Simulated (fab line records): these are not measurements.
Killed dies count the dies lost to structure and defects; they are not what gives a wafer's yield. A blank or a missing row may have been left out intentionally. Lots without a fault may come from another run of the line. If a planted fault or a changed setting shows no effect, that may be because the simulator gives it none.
fab line records	flow sky130
record: lots: 24	wafers: 72	last_day: 50
route steps=708 shown FIELD_ISO@26 SONOS_ONO@169 LDD_P@263 LDD_HVN@276 CONTACT@422
lots that met no fault: taken from a fault-free run of the same line
start_h: hours from the record's opening day to when the first of the lot's shown wafers began	wait_h: hours from the lot's prior step to this one	" unchanged from the row above	L1.1+2: several wafers, shown together as one row	- either no value or no given start	* or withheld: withheld	< > ~ a bound
route shown NAME@n: NAME is a module with steps in the file, n the number in the route of the first one	usual: mean and standard deviation over wafers with no fault	same: alike in all rows	chamber/n: place in a boat	sites: readings site by site	_std_site: standard deviation across them	_edge_site: outer sites' mean less inner sites'	radius_mm: for every site, how far away it sits from the centre of the wafer	mask NAME#n: copy n	behind: the last tool/chamber to shape the wafer	hold: why the lot went on hold/how many hours it stayed there/how the hold came to an end	device: names the non-switching transistor (n, p or np)	end of line: the route-end tests of the same wafers	a step given without rows: its recipe and nothing more	killed: dies that structure and defects cost at the first sort, which is not the same as the wafer's yield	map: dies across one wafer; x = killed, . = not, _ = none there
set.NAME: setting as actually run; set.NAME@STEP: the setting as run at that earlier step	model.NAME: the simulator's own value behind a step, which no gauge read
steps of the route over a sample of lots; a table a step, a row a wafer
services: when a tool's chamber went out of use (start_h, in hours from the record's first day, below 0 if earlier), for how many hours, and the reason
== steps ==
step: SKY_FIELD_ISO_THK_MEAS_25
recipe: reads: SiO2_of_FIELD_ISO_CVD_24
usual: FIELD_ISO_CVD_24_THK: 597/6.4
lot.wafer	tool	chamber	start_h	wait_h	FIELD_ISO_CVD_24_THK[nm]
L074.1	film_metro-04	-	34.98	0.0	591
L074.3	"	-	"	"	596
L074.5	"	-	"	"	582
L075.2	film_metro-03	-	40.65	0.0	592
L075.4	"	-	"	"	596
L075.6	"	-	"	"	582
L076.1	film_metro-02	-	41.79	0.0	587
L076.4	"	-	"	"	595
L076.6	"	-	"	"	592
L077.1	film_metro-02	-	51.69	0.0	593
L077.2	"	-	"	"	590
L077.5	"	-	"	"	590
L078.4	film_metro-04	-	52.89	0.0	592
L078.5	"	-	"	"	597
L078.6	"	-	"	"	598
L079.1	film_metro-04	-	59.47	0.0	595
L079.4	"	-	"	"	593
L079.5	"	-	"	"	602
L080.1	film_metro-03	-	62.33	0.0	598
L080.2	"	-	"	"	595
L080.3	"	-	"	"	599
L081.2	film_metro-03	-	69.51	0.0	609
L081.4	"	-	"	"	600
L081.6	"	-	"	"	601
L082.2	film_metro-04	-	72.38	0.0	605
L082.3	"	-	"	"	600
L082.4	"	-	"	"	591
L083.1	film_metro-04	-	76.72	0.0	601
L083.2	"	-	"	"	606
L083.5	"	-	"	"	605
L084.2	film_metro-04	-	84.80	0.0	596
L084.5	"	-	"	"	608
L084.6	"	-	"	"	602
L085.2	film_metro-04	-	89.39	0.0	596
L085.3	"	-	"	"	601
L085.4	"	-	"	"	598
L086.1	film_metro-02	-	93.40	0.0	613
L086.2	"	-	"	"	613
L086.5	"	-	"	"	619
L087.1	film_metro-02	-	98.84	0.0	595
L087.3	"	-	"	"	598
L087.5	"	-	"	"	599
L088.2	film_metro-03	-	105.61	0.0	589
L088.4	"	-	"	"	597
L088.5	"	-	"	"	588
L089.1	film_metro-03	-	110.78	0.0	591
L089.2	"	-	"	"	597
L089.4	"	-	"	"	601
L090.1	film_metro-02	-	118.25	0.0	587
L090.3	"	-	"	"	592
L090.6	"	-	"	"	588
L091.2	film_metro-02	-	119.43	0.0	593
L091.3	"	-	"	"	602
L091.6	"	-	"	"	598
L092.1	film_metro-02	-	130.12	0.0	598
L092.4	"	-	"	"	601
L092.5	"	-	"	"	606
L093.1	film_metro-03	-	130.43	0.0	596
L093.3	"	-	"	"	594
L093.4	"	-	"	"	603
L094.2	film_metro-02	-	137.09	0.0	591
L094.3	"	-	"	"	585
L094.6	"	-	"	"	588
L095.1	film_metro-02	-	140.31	0.0	594
L095.3	"	-	"	"	601
L095.5	"	-	"	"	595
L096.2	film_metro-03	-	146.15	0.0	597
L096.3	"	-	"	"	595
L096.5	"	-	"	"	604
L097.1	film_metro-04	-	150.79	0.0	602
L097.2	"	-	"	"	604
L097.3	"	-	"	"	605
step: SKY_SONOS_ONO_THK_MEAS_01
recipe: reads: SiO2_of_SONOS_ONO_OXIDATION_00
usual: SONOS_ONO_OXIDATION_THK: 2.60/0.05
lot.wafer	tool	chamber	start_h	wait_h	SONOS_ONO_OXIDATION_THK[nm]
L074.1	film_metro-02	-	260.98	0.0	2.67
L074.3	"	-	"	"	2.65
L074.5	"	-	"	"	2.56
L075.2	film_metro-02	-	268.91	0.0	2.50
L075.4	"	-	"	"	2.57
L075.6	"	-	"	"	2.46
L076.1	film_metro-04	-	270.79	0.0	2.58
L076.4	"	-	"	"	2.57
L076.6	"	-	"	"	2.63
L077.1	film_metro-04	-	287.64	0.0	2.61
L077.2	"	-	"	"	2.59
L077.5	"	-	"	"	2.62
L078.4	film_metro-02	-	287.67	0.0	2.58
L078.5	"	-	"	"	2.56
L078.6	"	-	"	"	2.56
L079.1	film_metro-03	-	296.84	0.0	2.61
L079.4	"	-	"	"	2.63
L079.5	"	-	"	"	2.66
L080.1	film_metro-02	-	300.89	0.0	2.64
L080.2	"	-	"	"	2.64
L080.3	"	-	"	"	2.58
L081.2	film_metro-03	-	311.04	0.0	2.69
L081.4	"	-	"	"	2.60
L081.6	"	-	"	"	2.55
L082.2	film_metro-03	-	315.63	0.0	2.61
L082.3	"	-	"	"	2.55
L082.4	"	-	"	"	2.55
L083.1	film_metro-02	-	325.54	0.0	2.62
L083.2	"	-	"	"	2.62
L083.5	"	-	"	"	2.58
L084.2	film_metro-04	-	336.34	0.0	2.66
L084.5	"	-	"	"	2.55
L084.6	"	-	"	"	2.63
L085.2	film_metro-03	-	343.42	0.0	2.64
L085.3	"	-	"	"	2.60
L085.4	"	-	"	"	2.60
L086.1	film_metro-02	-	351.97	0.0	2.60
L086.2	"	-	"	"	2.66
L086.5	"	-	"	"	2.67
L087.1	film_metro-02	-	357.56	0.0	2.55
L087.3	"	-	"	"	2.64
L087.5	"	-	"	"	2.62
L088.2	film_metro-04	-	365.49	0.0	2.62
L088.4	"	-	"	"	2.58
L088.5	"	-	"	"	2.58
L089.1	film_metro-03	-	372.93	0.0	2.56
L089.2	"	-	"	"	2.54
L089.4	"	-	"	"	2.58
L090.1	film_metro-02	-	389.67	0.0	2.54
L090.3	"	-	"	"	2.55
L090.6	"	-	"	"	2.58
L091.2	film_metro-02	-	392.20	0.0	2.55
L091.3	"	-	"	"	2.52
L091.6	"	-	"	"	2.58
L093.1	film_metro-02	-	405.72	0.0	2.63
L093.3	"	-	"	"	2.64
L093.4	"	-	"	"	2.69
L092.1	film_metro-04	-	408.46	0.0	2.56
L092.4	"	-	"	"	2.55
L092.5	"	-	"	"	2.64
L094.2	film_metro-03	-	413.99	0.0	2.64
L094.3	"	-	"	"	2.62
L094.6	"	-	"	"	2.60
L095.1	film_metro-03	-	415.57	0.0	2.51
L095.3	"	-	"	"	2.59
L095.5	"	-	"	"	2.62
L096.2	film_metro-03	-	429.82	0.0	2.63
L096.3	"	-	"	"	2.70
L096.5	"	-	"	"	2.63
L097.1	film_metro-04	-	435.30	0.0	2.67
L097.2	"	-	"	"	2.62
L097.3	"	-	"	"	2.70
step: SKY_LDD_P_OVL_MEAS_08
usual: LDD_P_OVL: 0.7/1.3
lot.wafer	tool	chamber	start_h	wait_h	LDD_P_OVL[nm]
L074.1	overlay-02	-	439.12	0.1	-0.2
L074.3	"	-	"	"	-2.6
L074.5	"	-	"	"	0.0
L075.2	overlay-01	-	450.78	0.1	-0.1
L075.4	"	-	"	"	-0.1
L075.6	"	-	"	"	-0.6
L076.1	overlay-01	-	462.62	0.1	1.6
L076.4	"	-	"	"	1.4
L076.6	"	-	"	"	0.1
L078.4	overlay-01	-	471.63	0.1	1.8
L078.5	"	-	"	"	2.5
L078.6	"	-	"	"	1.2
L077.1	overlay-01	-	472.47	0.1	0.1
L077.2	"	-	"	"	1.3
L077.5	"	-	"	"	0.4
L079.1	overlay-02	-	483.47	0.1	-0.2
L079.4	"	-	"	"	-1.6
L079.5	"	-	"	"	0.1
L080.1	overlay-01	-	486.91	0.1	-0.7
L080.2	"	-	"	"	0.3
L080.3	"	-	"	"	-0.2
L081.2	overlay-02	-	498.77	0.1	0.4
L081.4	"	-	"	"	3.0
L081.6	"	-	"	"	1.8
L082.2	overlay-02	-	501.18	0.1	0.9
L082.3	"	-	"	"	0.8
L082.4	"	-	"	"	2.0
L083.1	overlay-02	-	515.71	0.1	-1.6
L083.2	"	-	"	"	-0.7
L083.5	"	-	"	"	2.1
L084.2	overlay-02	-	532.52	0.1	2.3
L084.5	"	-	"	"	1.3
L084.6	"	-	"	"	1.3
L085.2	overlay-01	-	539.08	0.1	2.3
L085.3	"	-	"	"	0.0
L085.4	"	-	"	"	1.0
L086.1	overlay-02	-	543.27	0.1	-0.4
L086.2	"	-	"	"	1.6
L086.5	"	-	"	"	1.6
L087.1	overlay-02	-	561.16	0.1	0.9
L087.3	"	-	"	"	2.3
L087.5	"	-	"	"	0.5
L088.2	overlay-01	-	564.42	0.1	2.9
L088.4	"	-	"	"	2.5
L088.5	"	-	"	"	0.8
L089.1	overlay-01	-	567.81	0.1	2.4
L089.2	"	-	"	"	0.9
L089.4	"	-	"	"	0.4
L090.1	overlay-02	-	585.67	0.1	0.7
L090.3	"	-	"	"	1.8
L090.6	"	-	"	"	-1.6
L091.2	overlay-02	-	588.23	0.1	2.2
L091.3	"	-	"	"	2.5
L091.6	"	-	"	"	2.8
L093.1	overlay-02	-	601.42	0.1	-1.1
L093.3	"	-	"	"	-2.4
L093.4	"	-	"	"	-0.6
L092.1	overlay-02	-	604.42	0.1	-0.1
L092.4	"	-	"	"	0.4
L092.5	"	-	"	"	-1.2
L094.2	overlay-01	-	606.67	0.1	1.2
L094.3	"	-	"	"	1.9
L094.6	"	-	"	"	0.7
L095.1	overlay-02	-	609.96	0.1	-0.8
L095.3	"	-	"	"	0.8
L095.5	"	-	"	"	0.6
L096.2	overlay-01	-	623.03	0.1	-0.4
L096.3	"	-	"	"	2.1
L096.5	"	-	"	"	-1.2
L097.1	overlay-01	-	630.17	0.1	0.2
L097.2	"	-	"	"	1.1
L097.3	"	-	"	"	0.5
step: SKY_LDD_P_TW_MEAS_11
usual: LDD_P_TW: 635/7.2
lot.wafer	tool	chamber	start_h	wait_h	LDD_P_TW
L074.1	film_metro-02	-	439.41	0.1	630
L074.3	"	-	"	"	630
L074.5	"	-	"	"	631
L075.2	film_metro-01	-	451.07	0.1	631
L075.4	"	-	"	"	630
L075.6	"	-	"	"	629
L076.1	film_metro-04	-	462.91	0.1	643
L076.4	"	-	"	"	644
L076.6	"	-	"	"	641
L078.4	film_metro-02	-	471.93	0.1	627
L078.5	"	-	"	"	630
L078.6	"	-	"	"	627
L077.1	film_metro-04	-	472.76	0.1	643
L077.2	"	-	"	"	643
L077.5	"	-	"	"	641
L079.1	film_metro-04	-	483.76	0.1	645
L079.4	"	-	"	"	639
L079.5	"	-	"	"	644
L080.1	film_metro-02	-	487.20	0.1	633
L080.2	"	-	"	"	631
L080.3	"	-	"	"	631
L081.2	film_metro-04	-	499.06	0.1	640
L081.4	"	-	"	"	642
L081.6	"	-	"	"	641
L082.2	film_metro-04	-	501.47	0.1	643
L082.3	"	-	"	"	642
L082.4	"	-	"	"	641
L083.1	film_metro-04	-	516.00	0.1	639
L083.2	"	-	"	"	638
L083.5	"	-	"	"	643
L084.2	film_metro-01	-	532.90	0.1	624
L084.5	"	-	"	"	625
L084.6	"	-	"	"	625
L085.2	film_metro-04	-	539.37	0.1	646
L085.3	"	-	"	"	642
L085.4	"	-	"	"	642
L086.1	film_metro-01	-	543.56	0.1	626
L086.2	"	-	"	"	633
L086.5	"	-	"	"	629
L087.1	film_metro-02	-	561.45	0.1	628
L087.3	"	-	"	"	629
L087.5	"	-	"	"	630
L088.2	film_metro-04	-	564.71	0.1	644
L088.4	"	-	"	"	647
L088.5	"	-	"	"	647
L089.1	film_metro-04	-	568.10	0.1	641
L089.2	"	-	"	"	643
L089.4	"	-	"	"	644
L090.1	film_metro-01	-	585.96	0.1	630
L090.3	"	-	"	"	624
L090.6	"	-	"	"	630
L091.2	film_metro-01	-	588.52	0.1	627
L091.3	"	-	"	"	627
L091.6	"	-	"	"	626
L093.1	film_metro-02	-	601.71	0.1	628
L093.3	"	-	"	"	630
L093.4	"	-	"	"	624
L092.1	film_metro-01	-	604.71	0.1	630
L092.4	"	-	"	"	629
L092.5	"	-	"	"	630
L094.2	film_metro-01	-	606.96	0.1	626
L094.3	"	-	"	"	629
L094.6	"	-	"	"	629
L095.1	film_metro-02	-	610.25	0.1	627
L095.3	"	-	"	"	625
L095.5	"	-	"	"	628
L096.2	film_metro-04	-	623.32	0.1	643
L096.3	"	-	"	"	643
L096.5	"	-	"	"	640
L097.1	film_metro-04	-	630.46	0.1	643
L097.2	"	-	"	"	644
L097.3	"	-	"	"	644
step: SKY_LDD_HVN_STRIP_09
recipe: chemistry: O2/N2	power_w: 1400	pressure_mtorr: 1500	platen_temp_c: withheld	o2_flow_sccm: 3000	n2_flow_sccm: 300	overash_fraction: 0.5
usual: chamber_pressure_mTorr: 1500.0/1.4	drypump_motor_current_A: 5.9/0.38	oes_product_au: 0.409/0.0047	strip_time_to_endpoint_s: 4.142/0.015
lot.wafer	tool	chamber	start_h	wait_h	chamber_pressure_mTorr	drypump_motor_current_A	oes_product_au	rf_hours_counter_h	strip_time_to_endpoint_s
L074.1	plasma_asher-04	0	469.64	0.1	1503.1	6.0	0.398	64	4.145
L074.3	"	1	"	"	1501.1	5.3	0.417	-	4.162
L074.5	"	1	"	"	1496.9	5.3	0.406	-	4.159
L075.2	plasma_asher-04	1	480.74	0.1	1501.9	5.3	0.415	65	4.128
L075.4	"	0	"	"	1501.7	6.0	0.401	-	4.141
L075.6	"	0	"	"	1500.8	6.0	0.397	-	4.120
L076.1	plasma_asher-01	1	494.25	0.1	1499.3	6.7	0.412	82	4.160
L076.4	"	0	"	"	1499.4	6.1	0.409	-	4.170
L076.6	"	1	"	"	1496.8	6.7	0.414	-	4.144
L078.4	plasma_asher-01	1	502.43	0.1	1499.1	6.7	0.414	-	4.156
L078.5	"	0	"	"	1500.9	6.1	0.412	-	4.167
L078.6	"	1	"	"	1499.0	6.7	0.411	-	4.154
L077.1	plasma_asher-03	1	503.59	0.1	1501.9	5.7	0.412	38	4.153
L077.2	"	0	"	"	1499.1	5.8	0.414	38	4.151
L077.5	"	1	"	"	1499.3	5.7	0.407	-	4.144
L079.1	plasma_asher-03	1	514.04	0.1	1501.3	5.7	0.409	39	4.142
L079.4	"	0	"	"	1499.6	5.8	0.410	-	4.141
L079.5	"	1	"	"	1501.3	5.7	0.413	-	4.152
L080.1	plasma_asher-03	1	516.65	0.1	1498.8	5.7	0.408	40	4.139
L080.2	"	0	"	"	1499.0	5.8	0.406	40	4.161
L080.3	"	1	"	"	1498.8	5.7	0.414	-	4.144
L081.2	plasma_asher-03	0	529.34	0.1	1500.5	5.8	0.400	42	4.122
L081.4	"	0	"	"	1500.7	5.8	0.406	-	4.162
L081.6	"	0	"	"	1500.3	5.8	0.412	-	4.129
L082.2	plasma_asher-01	0	531.34	0.1	1501.1	6.1	0.407	88	4.144
L082.3	"	0	"	"	1497.2	6.1	0.410	-	4.151
L082.4	"	1	"	"	1499.6	6.6	0.403	-	4.147
L083.1	plasma_asher-03	0	545.45	0.1	1500.9	5.8	0.409	45	4.143
L083.2	"	1	"	"	1498.0	5.7	0.414	45	4.159
L083.5	"	1	"	"	1500.6	5.7	0.406	-	4.152
L084.2	plasma_asher-01	0	563.04	0.1	1499.2	6.2	0.405	93	4.105
L084.5	"	1	"	"	1499.7	6.7	0.416	-	4.104
L084.6	"	0	"	"	1500.7	6.2	0.419	-	4.139
L085.2	plasma_asher-01	0	569.24	0.1	1498.9	6.1	0.415	94	4.151
L085.3	"	0	"	"	1499.0	6.1	0.409	-	4.150
L085.4	"	1	"	"	1503.6	6.7	0.411	-	4.145
L086.1	plasma_asher-04	0	573.25	0.1	1501.0	6.0	0.408	69	4.131
L086.2	"	1	"	"	1500.7	5.3	0.410	69	4.141
L086.5	"	0	"	"	1499.8	6.0	0.410	-	4.142
L087.1	plasma_asher-04	1	591.15	0.1	1500.0	5.3	0.412	70	4.156
L087.3	"	1	"	"	1499.7	5.3	0.410	-	4.155
L087.5	"	1	"	"	1500.4	5.3	0.412	-	4.163
L088.2	plasma_asher-03	0	594.34	0.1	1498.0	5.8	0.411	51	4.120
L088.4	"	1	"	"	1499.3	5.7	0.408	-	4.139
L088.5	"	1	"	"	1500.7	5.7	0.407	-	4.145
L089.1	plasma_asher-01	1	597.50	0.1	1499.5	6.7	0.404	96	4.134
L089.2	"	0	"	"	1500.9	6.1	0.407	96	4.150
L089.4	"	0	"	"	1500.3	6.2	0.415	-	4.161
L090.1	plasma_asher-03	1	615.29	0.1	1501.0	5.7	0.405	53	4.119
L090.3	"	1	"	"	1502.5	5.7	0.408	-	4.129
L090.6	"	0	"	"	1499.6	5.8	0.405	-	4.121
L091.2	plasma_asher-03	0	617.64	0.1	1501.2	5.8	0.399	53	4.151
L091.3	"	0	"	"	1498.4	5.8	0.413	-	4.151
L091.6	"	0	"	"	1502.5	5.8	0.406	-	4.174
L093.1	plasma_asher-03	0	631.19	0.1	1499.7	5.8	0.417	55	4.133
L093.3	"	0	"	"	1501.4	5.8	0.412	-	4.138
L093.4	"	1	"	"	1501.1	5.7	0.409	-	4.141
L092.1	plasma_asher-03	1	633.84	0.1	1500.1	5.8	0.412	55	4.098
L092.4	"	1	"	"	1500.1	5.7	0.407	-	4.118
L092.5	"	1	"	"	1498.9	5.7	0.416	-	4.127
L094.2	plasma_asher-03	0	635.54	0.1	1501.6	5.8	0.402	55	4.128
L094.3	"	1	"	"	1501.0	5.7	0.407	-	4.148
L094.6	"	1	"	"	1498.1	5.7	0.417	-	4.128
L095.1	plasma_asher-01	1	639.29	0.1	1498.3	6.7	0.413	101	4.137
L095.3	"	0	"	"	1499.4	6.1	0.409	-	4.139
L095.5	"	0	"	"	1498.8	6.2	0.409	-	4.154
L096.2	plasma_asher-03	0	651.99	0.1	1498.8	5.8	0.419	57	4.139
L096.3	"	1	"	"	1498.4	5.7	0.405	-	4.149
L096.5	"	0	"	"	1501.7	5.8	0.407	-	4.149
L097.1	plasma_asher-04	1	658.49	0.1	1502.9	5.3	0.415	76	4.147
L097.2	"	0	"	"	1498.2	6.0	0.403	76	4.142
L097.3	"	0	"	"	1497.2	6.0	0.395	-	4.154
step: SKY_CONTACT_ETCH_16
recipe: chemistry: N2/H2	target: BARC	ion_energy_ev: 200	source_w: 500	bias_w: 100	pressure_mtorr: 30	n2_flow_sccm: 100	h2_flow_sccm: 200	stop_on: SiO2	time_s: 45.9	target_depth_a: 600
usual: chamber_pressure_mTorr: 30.000/0.026	drypump_motor_current_A: 5.8/0.47	oes_product_au: 0.854/0.0049	throttle_valve_pct: 13.225/0.0096
lot.wafer	tool	chamber	start_h	wait_h	chamber_pressure_mTorr	drypump_motor_current_A	oes_product_au	rf_hours_counter_h	throttle_valve_pct
L074.1	rie_diel-01	0	743.22	0.0	30.015	5.8	0.851	44	13.230
L074.3	"	1	"	"	30.022	6.4	0.849	10	13.226
L074.5	"	1	"	"	29.982	6.4	0.858	-	13.218
L075.2	rie_diel-03	0	749.36	0.0	29.999	6.0	0.858	6	13.203
L075.4	"	0	"	"	29.951	6.0	0.853	-	13.231
L075.6	"	1	"	"	29.948	5.2	0.852	-	13.218
L076.1	rie_diel-02	2	757.51	0.0	30.037	6.1	0.853	19	13.223
L076.4	"	3	"	"	30.013	5.2	0.851	4	13.237
L076.6	"	0	"	"	29.967	6.2	0.848	-	13.231
L078.4	rie_diel-01	3	767.72	0.0	30.027	6.4	0.852	31	13.238
L078.5	"	3	"	"	30.026	6.4	0.847	-	13.233
L078.6	"	2	"	"	30.030	5.2	0.856	-	13.214
L077.1	rie_diel-01	2	770.12	0.0	30.017	5.2	0.863	11	13.225
L077.2	"	1	"	"	29.965	6.4	0.869	11	13.228
L077.5	"	2	"	"	30.019	5.2	0.858	-	13.227
L080.1	rie_diel-01	1	778.37	0.0	30.033	6.4	0.854	11	13.226
L080.2	"	0	"	"	30.027	5.7	0.847	0	13.237
L080.3	"	3	"	"	29.991	6.4	0.857	32	13.224
L079.1	rie_diel-03	0	778.46	0.0	29.980	6.0	0.850	7	13.216
L079.4	"	2	"	"	29.976	6.4	0.851	15	13.212
L079.5	"	1	"	"	30.024	5.2	0.847	-	13.240
L081.2	rie_diel-01	0	791.41	0.0	29.984	5.7	0.850	1	13.234
L081.4	"	3	"	"	29.979	6.3	0.853	-	13.213
L081.6	"	1	"	"	29.974	6.5	0.857	-	13.229
L082.2	rie_diel-01	3	794.55	0.0	30.006	6.3	0.862	32	13.230
L082.3	"	0	"	"	29.948	5.8	0.846	1	13.232
L082.4	"	1	"	"	29.982	6.4	0.850	-	13.214
L083.1	rie_diel-02	0	804.55	0.0	29.971	6.2	0.853	8	13.218
L083.2	"	3	"	"	29.967	5.2	0.850	6	13.211
L083.5	"	3	"	"	29.979	5.2	0.857	-	13.225
L084.2	rie_diel-02	3	821.45	0.0	30.008	5.2	0.853	6	13.238
L084.5	"	2	"	"	29.960	6.1	0.858	-	13.221
L084.6	"	3	"	"	30.048	5.2	0.858	-	13.227
L085.2	rie_diel-02	2	824.42	0.0	30.041	6.1	0.854	20	13.229
L085.3	"	0	"	"	30.009	6.2	0.852	8	13.233
L085.4	"	1	"	"	30.056	5.4	0.858	24	13.229
L086.1	rie_diel-01	2	833.00	0.0	30.027	5.2	0.853	13	13.231
L086.2	"	0	"	"	30.008	5.8	0.854	3	13.201
L086.5	"	0	"	"	29.989	5.8	0.854	-	13.219
L087.1	rie_diel-03	0	845.10	0.0	30.052	6.0	0.867	8	13.219
L087.3	"	2	"	"	29.985	6.4	0.851	17	13.233
L087.5	"	2	"	"	30.013	6.4	0.852	-	13.222
L088.2	rie_diel-03	2	848.65	0.0	29.972	6.4	0.862	17	13.218
L088.4	"	0	"	"	30.004	6.0	0.858	8	13.232
L088.5	"	0	"	"	30.028	6.0	0.860	-	13.231
L089.1	rie_diel-03	2	851.40	0.0	29.965	6.4	0.854	17	13.211
L089.2	"	0	"	"	29.961	6.0	0.851	9	13.233
L089.4	"	1	"	"	29.979	5.2	0.852	11	13.219
L090.1	rie_diel-02	0	863.76	0.0	30.005	6.2	0.859	9	13.230
L090.3	"	3	"	"	29.964	5.2	0.846	8	13.205
L090.6	"	0	"	"	30.038	6.2	0.854	-	13.231
L091.2	rie_diel-01	3	866.71	0.0	30.048	6.4	0.854	1	13.225
L091.3	"	1	"	"	30.008	6.4	0.855	14	13.209
L091.6	"	0	"	"	29.961	5.8	0.859	-	13.214
L093.1	rie_diel-02	2	882.35	0.0	30.000	6.1	0.847	22	13.213
L093.3	"	0	"	"	30.058	6.2	0.853	10	13.232
L093.4	"	3	"	"	30.008	5.2	0.859	8	13.228
L092.1	rie_diel-02	0	884.63	0.0	29.970	6.2	0.849	10	13.231
L092.4	"	1	"	"	30.008	5.4	0.855	26	13.211
L092.5	"	0	"	"	30.024	6.2	0.854	-	13.224
L094.2	rie_diel-03	0	885.02	0.0	29.958	6.0	0.856	10	13.239
L094.3	"	1	"	"	30.001	5.2	0.857	12	13.224
L094.6	"	1	"	"	29.986	5.2	0.854	-	13.234
L095.1	rie_diel-03	1	887.52	0.0	29.985	5.2	0.864	12	13.233
L095.3	"	0	"	"	30.001	6.0	0.865	10	13.225
L095.5	"	0	"	"	30.002	6.0	0.859	-	13.218
L096.2	rie_diel-02	1	899.06	0.0	29.995	5.4	0.859	26	13.218
L096.3	"	3	"	"	29.991	5.2	0.853	9	13.244
L096.5	"	2	"	"	29.989	6.1	0.855	-	13.223
L097.1	rie_diel-01	2	907.47	0.0	30.004	5.2	0.859	15	13.217
L097.2	"	1	"	"	29.955	6.4	0.857	16	13.239
L097.3	"	3	"	"	29.988	6.4	0.847	2	13.222
== services ==
tool	chamber	start_h	hours	kind
rie_diel-03	3	470.97	15.5	repair
rie_diel-02	-	471.98	4.3	pm
rie_diel-01	-	477.05	2.8	pm
rie_diel-01	2	505.76	1.7	repair
rie_diel-02	3	544.06	13.6	repair
rie_diel-03	1	553.15	2.5	repair
rie_diel-01	0	611.65	12.4	repair
rie_diel-01	1	613.92	12.3	repair
rie_diel-02	3	615.49	12.8	repair
rie_diel-03	0	623.10	2.2	repair
rie_diel-02	3	636.02	2.0	repair
rie_diel-02	0	638.43	12.6	repair
rie_diel-01	1	651.35	8.0	repair
rie_diel-01	0	673.91	5.5	repair
plasma_asher-03	-	712.87	3.2	repair
rie_diel-02	-	718.04	2.6	repair
rie_diel-02	-	731.35	2.8	pm
plasma_asher-01	-	733.75	9.0	pm
plasma_asher-01	-	742.75	2.8	pm
rie_diel-03	2	746.47	7.1	repair
plasma_asher-03	-	783.87	0.4	repair
rie_diel-01	2	791.27	10.2	repair
rie_diel-02	3	842.10	3.3	repair
rie_diel-01	-	888.90	1.0	repair
== key ==
fault none
